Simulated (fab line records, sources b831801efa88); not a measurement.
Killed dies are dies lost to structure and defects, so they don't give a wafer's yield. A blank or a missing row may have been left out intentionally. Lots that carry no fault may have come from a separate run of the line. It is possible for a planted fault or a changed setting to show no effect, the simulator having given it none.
fab line records + flow sky130
record:
- lots: 6
- wafers: 18
- lastDay: 49
route steps=708 shown LDD_N@237 PAD_OPEN@708
lots with no fault: from the same line, run without faults
startH: hours from the record's opening day to when the first of the lot's shown wafers began + waitH: hours elapsed since this lot's preceding step + " as in the row above + L1.1+2: several wafers, shown together as one row + - no value, or no start was given + * or withheld: withheld + < > ~ a bound
route shown NAME@n: NAME is a module with steps in the file, n the number in the route of the first one + usual: mean and standard deviation over wafers with no fault + same: alike in all rows + chamber/n: place in a boat + sites: each site's reading + _std_site: standard deviation across them + _edge_site: inner sites' mean taken away from outer sites' mean + radiusMm: for every site, how far away it sits from the centre of the wafer + mask NAME#n: copy n + behind: the most recent tool/chamber to have shaped the wafer + hold: reason for holding the lot/hours on hold/outcome of the hold + device: which transistor (n, p or np) failed to switch + end of line: at the end of the route, the tests of the same wafers + step lacking rows: just its recipe + killed: dies lost to structure and defects at the first sort, not the wafer's yield + map: a wafer's dies, marking killed ones x, the rest . and places with no die _
set.NAME: the run value of the setting; set.NAME@STEP: its run value at that earlier step + model.NAME: the simulator's own value behind a step, which no gauge read
lots at some steps of the route; a table a step, a row a wafer
services: from which hour (startH, from the record's first day; less than 0 if before it) a tool's chamber was out of use, for how many hours, and why
== steps ==
step: SKY_LDD_N_DEHYDRATE_00
recipe:
- tempC: 200
- timeS: 60
step: SKY_LDD_N_HMDS_01
recipe:
- primeTimeS: 60
- primeTempC: 120
step: SKY_LDD_N_COAT_02
recipe:
- resist: NOVOLAK
- spinRpm: 3000
- resistThkNm: 300
step: SKY_LDD_N_SOFTBAKE_03
recipe:
- tempC: 90
- timeS: 60
- resist: NOVOLAK
step: SKY_LDD_N_EXPOSE_04
recipe:
- maskId: NTM
- targetCdNm: 840
- na: 0.6
- sourceShape: conventional
- sigmaOuter: 0.6
- doseMj: 110
step: SKY_LDD_N_PEB_05
recipe:
- tempC: withheld
- timeS: *
- resist: NOVOLAK
step: SKY_LDD_N_DEVELOP_06
recipe:
- developTimeS: 60
- devTempC: 23
step: SKY_LDD_N_OVL_MEAS_07
usual:
- LDD_N_OVL: 0.4/1.1
| lot.wafer | tool       | chamber | startH | waitH | LDD_N_OVL[nm] |
|-----------|------------|---------|--------|-------|---------------|
| L234.1    | overlay-01 | -       | 440.51 | 0.1   | 2.1           |
| L234.3    | "          | -       | "      | "     | 2.7           |
| L234.4    | "          | -       | "      | "     | 1.5           |
| L235.2    | overlay-01 | -       | 446.07 | 0.1   | -0.1          |
| L235.4    | "          | -       | "      | "     | -2.1          |
| L235.5    | "          | -       | "      | "     | -1.9          |
| L246.2    | overlay-02 | -       | 545.35 | 0.1   | 0.2           |
| L246.3    | "          | -       | "      | "     | 1.6           |
| L246.6    | "          | -       | "      | "     | 0.7           |
| L247.3    | overlay-02 | -       | 550.57 | 0.1   | 0.3           |
| L247.5    | "          | -       | "      | "     | -2.8          |
| L247.6    | "          | -       | "      | "     | -1.9          |
| L250.4    | overlay-01 | -       | 577.18 | 0.1   | 1.5           |
| L250.5    | "          | -       | "      | "     | 1.4           |
| L250.6    | "          | -       | "      | "     | 2.3           |
| L251.2    | overlay-02 | -       | 584.22 | 0.1   | 0.2           |
| L251.3    | "          | -       | "      | "     | 0.2           |
| L251.6    | "          | -       | "      | "     | -1.7          |
step: SKY_LDD_N_IMPLANT_08
recipe:
- species: As
- energyKev: 20
- doseCm2: 7.5e+13
- tiltDeg: withheld
- rotationDeg: 23
step: SKY_LDD_N_IMPLANT_09
recipe:
- species: As
- energyKev: 20
- doseCm2: 7.5e+13
- tiltDeg: withheld
- rotationDeg: 113
step: SKY_LDD_N_IMPLANT_10
recipe:
- species: As
- energyKev: 20
- doseCm2: 7.5e+13
- tiltDeg: withheld
- rotationDeg: 203
step: SKY_LDD_N_IMPLANT_11
recipe:
- species: As
- energyKev: 20
- doseCm2: 7.5e+13
- tiltDeg: withheld
- rotationDeg: 293
step: SKY_LDD_N_IMPLANT_12
recipe:
- species: BF2
- energyKev: 50
- doseCm2: 5e+12
- tiltDeg: 30
- rotationDeg: 0
usual:
- doseIonsCm2: 4.999e+12/5.4e+09
- faradayCurrentUA: 28.2/0.54
- tiltDeg: 30.008/0.019
| lot.wafer | tool         | chamber | startH | waitH | doseIonsCm2 | faradayCurrentUA | tiltDeg |
|-----------|--------------|---------|--------|-------|-------------|------------------|---------|
| L234.1    | implanter-03 | 0       | 441.15 | 0.1   | 5.006e+12   | 27.4             | 30.010  |
| L234.3    | "            | 0       | "      | "     | 5.004e+12   | 27.2             | 29.993  |
| L234.4    | "            | 0       | "      | "     | 5e+12       | 28.7             | 30.022  |
| L235.2    | implanter-04 | 0       | 446.72 | 0.1   | 4.997e+12   | 28.6             | 30.018  |
| L235.4    | "            | 0       | "      | "     | 4.993e+12   | 28.5             | 30.014  |
| L235.5    | "            | 0       | "      | "     | 5.002e+12   | 28.5             | 30.015  |
| L246.2    | implanter-03 | 0       | 546.01 | 0.1   | 7.177e+12   | 42.3             | 29.966  |
| L246.3    | "            | 0       | "      | "     | 7.19e+12    | 40.1             | 30.050  |
| L246.6    | "            | 0       | "      | "     | 7.187e+12   | 40.9             | 30.025  |
| L247.3    | implanter-03 | 0       | 551.25 | 0.1   | 7.181e+12   | 41.6             | 29.992  |
| L247.5    | "            | 0       | "      | "     | 7.179e+12   | 40.6             | 29.996  |
| L247.6    | "            | 0       | "      | "     | 7.175e+12   | 41.7             | 29.993  |
| L250.4    | implanter-04 | 0       | 577.87 | 0.1   | 5.002e+12   | 28.2             | 30.025  |
| L250.5    | "            | 0       | "      | "     | 4.989e+12   | 28.9             | 30.017  |
| L250.6    | "            | 0       | "      | "     | 5.004e+12   | 27.9             | 30.017  |
| L251.2    | implanter-01 | 0       | 584.87 | 0.1   | 5.004e+12   | 28.2             | 29.977  |
| L251.3    | "            | 0       | "      | "     | 4.998e+12   | 27.3             | 29.948  |
| L251.6    | "            | 0       | "      | "     | 5.003e+12   | 28.0             | 29.973  |
step: SKY_LDD_N_IMPLANT_13
recipe:
- species: BF2
- energyKev: 50
- doseCm2: 5e+12
- tiltDeg: 30
- rotationDeg: 90
step: SKY_PAD_OPEN_PROBE_99
usual:
- killed_at_M0_to_M3: 43/6.9
- killed_at_M4_up: 3.2/2
- killedAtContacts: 25/5.1
- killedAtFrontEnd: 15/4.5
- killedAtOther: 0.2/0.51
- killedDies: 85/9.5
- killedOpen: 48/6.9
- killedShort: 38/6.7
same:
- grossDies: 492
- killedAtBackSide: 0
| lot.wafer | tool      | chamber | startH  | waitH | killed_at_M0_to_M3 | killed_at_M4_up | killedAtContacts | killedAtFrontEnd | killedAtOther | killedDies | killedOpen | killedShort | model.etest.nfet_01v8_lvt.vtSatV | model.etest.sramNfetPass.vtSatV | model.etest.nfet_01v8.vtSatV | model.etest.nfet_01v8_lvt.vtV | model.etest.nfet_01v8.vtV | model.etest.nfet_01v8_swapped.vtV |
|-----------|-----------|---------|---------|-------|--------------------|-----------------|------------------|------------------|---------------|------------|------------|-------------|----------------------------------|---------------------------------|------------------------------|-------------------------------|---------------------------|-----------------------------------|
| L234.1    | prober-02 | -       | 1100.28 | 0.1   | 44                 | 1               | 24               | 11               | 0             | 80         | 52         | 28          | 0.5314                           | 0.5718                          | 0.6387                       | 0.6028                        | 0.6897                    | 0.6896                            |
| L234.3    | prober-02 | -       | 1100.38 | 0.2   | 40                 | 5               | 19               | 6                | 0             | 70         | 37         | 33          | 0.5248                           | 0.5385                          | 0.6363                       | 0.597                         | 0.6848                    | 0.6848                            |
| L234.4    | prober-02 | -       | 1100.43 | 0.2   | 45                 | 2               | 15               | 17               | 1             | 80         | 45         | 35          | 0.5278                           | 0.5211                          | 0.637                        | 0.5919                        | 0.6834                    | 0.6827                            |
| L235.2    | prober-01 | -       | 1101.44 | 0.1   | 49                 | 2               | 36               | 15               | 0             | 102        | 54         | 48          | 0.5429                           | 0.5706                          | 0.6491                       | 0.6173                        | 0.7037                    | 0.7043                            |
| L235.4    | prober-01 | -       | 1101.54 | 0.2   | 45                 | 3               | 30               | 11               | 0             | 89         | 48         | 41          | 0.5386                           | 0.5732                          | 0.6541                       | 0.6118                        | 0.7061                    | 0.7062                            |
| L235.5    | prober-01 | -       | 1101.59 | 0.2   | 45                 | 5               | 25               | 4                | 1             | 80         | 49         | 31          | 0.5459                           | 0.5578                          | 0.6546                       | 0.6178                        | 0.7054                    | 0.7053                            |
| L246.2    | prober-02 | -       | 1165.52 | 0.1   | 39                 | 1               | 36               | 15               | 0             | 91         | 51         | 40          | 0.5715                           | 0.6045                          | 0.6669                       | 0.6163                        | 0.7026                    | 0.7013                            |
| L246.3    | prober-02 | -       | 1165.57 | 0.2   | 46                 | 2               | 27               | 18               | 0             | 93         | 54         | 39          | 0.5773                           | 0.6063                          | 0.6801                       | 0.6245                        | 0.7128                    | 0.7115                            |
| L246.6    | prober-02 | -       | 1165.72 | 0.2   | 52                 | 5               | 26               | 17               | 0             | 100        | 58         | 42          | 0.5783                           | 0.581                           | 0.6743                       | 0.6258                        | 0.7114                    | 0.7107                            |
| L247.3    | prober-01 | -       | 1167.07 | 0.2   | 34                 | 7               | 29               | 10               | 0             | 80         | 48         | 32          | 0.5765                           | 0.5876                          | 0.6791                       | 0.6265                        | 0.7143                    | 0.7136                            |
| L247.5    | prober-01 | -       | 1167.17 | 0.2   | 42                 | 2               | 28               | 14               | 1             | 87         | 47         | 40          | 0.5654                           | 0.5897                          | 0.6703                       | 0.6209                        | 0.7102                    | 0.7092                            |
| L247.6    | prober-01 | -       | 1167.22 | 0.2   | 47                 | 2               | 19               | 11               | 0             | 79         | 44         | 35          | 0.5747                           | 0.5964                          | 0.6763                       | 0.63                          | 0.7131                    | 0.7124                            |
| L250.4    | prober-02 | -       | 1183.52 | 0.2   | 39                 | 2               | 30               | 15               | 0             | 86         | 59         | 27          | 0.5701                           | 0.6047                          | 0.6743                       | 0.6356                        | 0.7244                    | 0.7248                            |
| L250.5    | prober-02 | -       | 1183.57 | 0.2   | 56                 | 3               | 17               | 13               | 0             | 89         | 47         | 42          | 0.5605                           | 0.5669                          | 0.6662                       | 0.6246                        | 0.7126                    | 0.7133                            |
| L250.6    | prober-02 | -       | 1183.62 | 0.2   | 50                 | 6               | 26               | 10               | 0             | 92         | 41         | 51          | 0.5589                           | 0.5817                          | 0.6662                       | 0.6236                        | 0.7156                    | 0.7159                            |
| L251.2    | prober-01 | -       | 1187.33 | 0.1   | 45                 | 2               | 29               | 17               | 0             | 93         | 54         | 39          | 0.5273                           | 0.5725                          | 0.6519                       | 0.6109                        | 0.7098                    | 0.7099                            |
| L251.3    | prober-01 | -       | 1187.38 | 0.2   | 35                 | 3               | 26               | 20               | 0             | 84         | 51         | 33          | 0.534                            | 0.5482                          | 0.6601                       | 0.6134                        | 0.7153                    | 0.7153                            |
| L251.6    | prober-01 | -       | 1187.53 | 0.2   | 48                 | 3               | 28               | 8                | 0             | 87         | 46         | 41          | 0.5368                           | 0.5381                          | 0.6545                       | 0.6156                        | 0.7101                    | 0.7098                            |
killed by level:class
L234.1 VIA1:geometricParticle:open=11 VIA3:geometricParticle:open=11 LI_CONTACT:geometricParticle:open=9 METAL1:geometricParticle:short=7 CONTACT:geometricParticle:open=6 FIELD_ISO:geometricParticle:open=5 VIA2:geometricParticle:open=5 VIA1:geometricParticle:short=5
L234.3 METAL2:geometricParticle:short=7 VIA3:geometricParticle:open=7 CONTACT:geometricParticle:short=6 VIA1:geometricParticle:open=6 VIA2:geometricParticle:open=6 LI_CONTACT:geometricParticle:open=5 METAL1:geometricParticle:short=5 CONTACT:geometricParticle:open=4
L234.4 VIA1:geometricParticle:open=10 FIELD_ISO:geometricParticle:open=8 LI_CONTACT:geometricParticle:open=8 VIA3:geometricParticle:open=8 VIA1:geometricParticle:short=7 METAL2:geometricParticle:short=6 FIELD_ISO:geometricParticle:short=4 METAL1:geometricParticle:short=4
L235.2 CONTACT:geometricParticle:open=11 LI_CONTACT:geometricParticle:open=10 VIA1:geometricParticle:open=8 VIA2:geometricParticle:open=8 CONTACT:geometricParticle:short=7 METAL1:geometricParticle:short=7 METAL3:geometricParticle:short=6 METAL2:geometricParticle:short=5
L235.4 VIA1:geometricParticle:open=8 VIA3:geometricParticle:open=8 LI_CONTACT:geometricParticle:open=8 LOCAL_INTERCONNECT:geometricParticle:short=7 CONTACT:geometricParticle:open=7 CONTACT:geometricParticle:short=5 VIA1:geometricParticle:short=5 VIA2:geometricParticle:open=5
L235.5 VIA1:geometricParticle:open=16 CONTACT:geometricParticle:open=10 VIA2:geometricParticle:open=7 LI_CONTACT:geometricParticle:open=5 VIA3:geometricParticle:open=5 LOCAL_INTERCONNECT:geometricParticle:short=4 CONTACT:geometricParticle:short=4 VIA1:geometricParticle:short=3
L246.2 VIA1:geometricParticle:open=10 LI_CONTACT:geometricParticle:open=9 LOCAL_INTERCONNECT:geometricParticle:short=9 CONTACT:geometricParticle:open=8 FIELD_ISO:geometricParticle:open=5 LI_CONTACT:geometricParticle:short=5 VIA2:geometricParticle:open=5 METAL1:geometricParticle:short=4
L246.3 VIA1:geometricParticle:open=13 FIELD_ISO:geometricParticle:open=10 CONTACT:geometricParticle:open=7 LI_CONTACT:geometricParticle:open=7 CONTACT:geometricParticle:short=7 VIA1:geometricParticle:short=5 METAL2:geometricParticle:short=5 VIA3:geometricParticle:open=5
L246.6 VIA1:geometricParticle:open=16 CONTACT:geometricParticle:open=10 POLY_GATE:geometricParticle:open=7 LI_CONTACT:geometricParticle:open=7 METAL2:geometricParticle:short=7 METAL1:geometricParticle:short=6 VIA1:geometricParticle:short=6 VIA3:geometricParticle:open=5
L247.3 CONTACT:geometricParticle:open=16 VIA1:geometricParticle:open=8 LI_CONTACT:geometricParticle:open=7 VIA2:geometricParticle:open=6 POLY_GATE:geometricParticle:short=5 METAL1:geometricParticle:short=5 VIA3:geometricParticle:open=5 VIA1:geometricParticle:short=4
L247.5 CONTACT:geometricParticle:open=9 VIA1:geometricParticle:open=9 LI_CONTACT:geometricParticle:open=7 VIA1:geometricParticle:short=6 METAL2:geometricParticle:short=6 LOCAL_INTERCONNECT:geometricParticle:short=5 FIELD_ISO:geometricParticle:short=4 FIELD_ISO:geometricParticle:open=4
L247.6 VIA1:geometricParticle:open=12 VIA3:geometricParticle:open=7 CONTACT:geometricParticle:open=6 LI_CONTACT:geometricParticle:short=5 VIA2:geometricParticle:open=5 METAL1:geometricParticle:short=5 VIA1:geometricParticle:short=5 POLY_GATE:geometricParticle:short=3
L250.4 CONTACT:geometricParticle:open=16 VIA1:geometricParticle:open=12 LI_CONTACT:geometricParticle:open=6 VIA2:geometricParticle:open=6 FIELD_ISO:geometricParticle:open=5 VIA3:geometricParticle:open=5 LOCAL_INTERCONNECT:geometricParticle:short=4 CONTACT:geometricParticle:short=4
L250.5 VIA1:geometricParticle:open=17 METAL2:geometricParticle:short=8 VIA3:geometricParticle:open=8 LI_CONTACT:geometricParticle:open=5 VIA3:geometricParticle:short=5 CONTACT:geometricParticle:open=5 METAL1:geometricParticle:short=5 VIA1:geometricParticle:short=5
L250.6 VIA3:geometricParticle:open=8 CONTACT:geometricParticle:open=7 VIA1:geometricParticle:short=7 CONTACT:geometricParticle:short=7 VIA2:geometricParticle:open=7 LI_CONTACT:geometricParticle:open=6 METAL2:geometricParticle:short=6 VIA3:geometricParticle:short=6
L251.2 LI_CONTACT:geometricParticle:open=10 VIA1:geometricParticle:open=9 VIA2:geometricParticle:open=8 METAL2:geometricParticle:short=7 VIA3:geometricParticle:open=7 CONTACT:geometricParticle:short=6 CONTACT:geometricParticle:open=6 POLY_GATE:geometricParticle:open=5
L251.3 CONTACT:geometricParticle:open=11 LI_CONTACT:geometricParticle:open=7 FIELD_ISO:geometricParticle:open=5 POLY_GATE:geometricParticle:short=5 METAL2:geometricParticle:open=5 VIA1:geometricParticle:open=5 VIA2:geometricParticle:short=5 VIA2:geometricParticle:open=5
L251.6 VIA3:geometricParticle:open=10 CONTACT:geometricParticle:open=9 VIA2:geometricParticle:open=9 METAL3:geometricParticle:short=7 CONTACT:geometricParticle:short=7 LI_CONTACT:geometricParticle:open=5 METAL1:geometricParticle:short=5 VIA1:geometricParticle:open=5
== services ==
| tool         | chamber | startH | hours | kind   |
|--------------|---------|--------|-------|--------|
| implanter-04 | -       | 469.93 | 3.1   | repair |
| implanter-03 | -       | 478.02 | 2.3   | pm     |
| implanter-01 | -       | 492.68 | 4.7   | pm     |
| implanter-03 | -       | 511.60 | 5.5   | repair |
| implanter-01 | -       | 535.63 | 1.9   | repair |
== key ==
firstSign:
- step: SKY_LDD_N_IMPLANT_12
- reading: doseIonsCm2
- direction: up
- sigmas: 99+
- usual: *
- struck: *
effect:
- step: SKY_LDD_N_IMPLANT_12
- reading: faradayCurrentUA
- direction: up
- sigmas: 24
- usual: 28.2
- struck: 41.2
modelEffect:
- step: SKY_PAD_OPEN_PROBE_99
- value: etest.nfet_01v8_lvt.vtSatV
- without: 0.5334
- struck: 0.5739
metAt SKY_LDD_N_IMPLANT_12
struckWafers L246.2,L246.3,L246.6,L247.3,L247.5,L247.6
testerLeftOut L246,L247
onsetBetween 441.15 546.01
fault:
- kind: processParameterDrift
- tool: implanter-03
- chamber: -
- onsetH: 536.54
- steps: SKY_LDD_N_IMPLANT_12
- channel: doseCm2
- offset: *
- shape: step
- endH: 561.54
- actsIn: *
- stated: *
testerLeftOut: of these lots the tester's yield and bins aren't shown, on N5 and GAA mostly nor the transistor test; their killed dies are dies lost to structure and defects alone, not to doping, threshold or leakage, so they don't give the yield
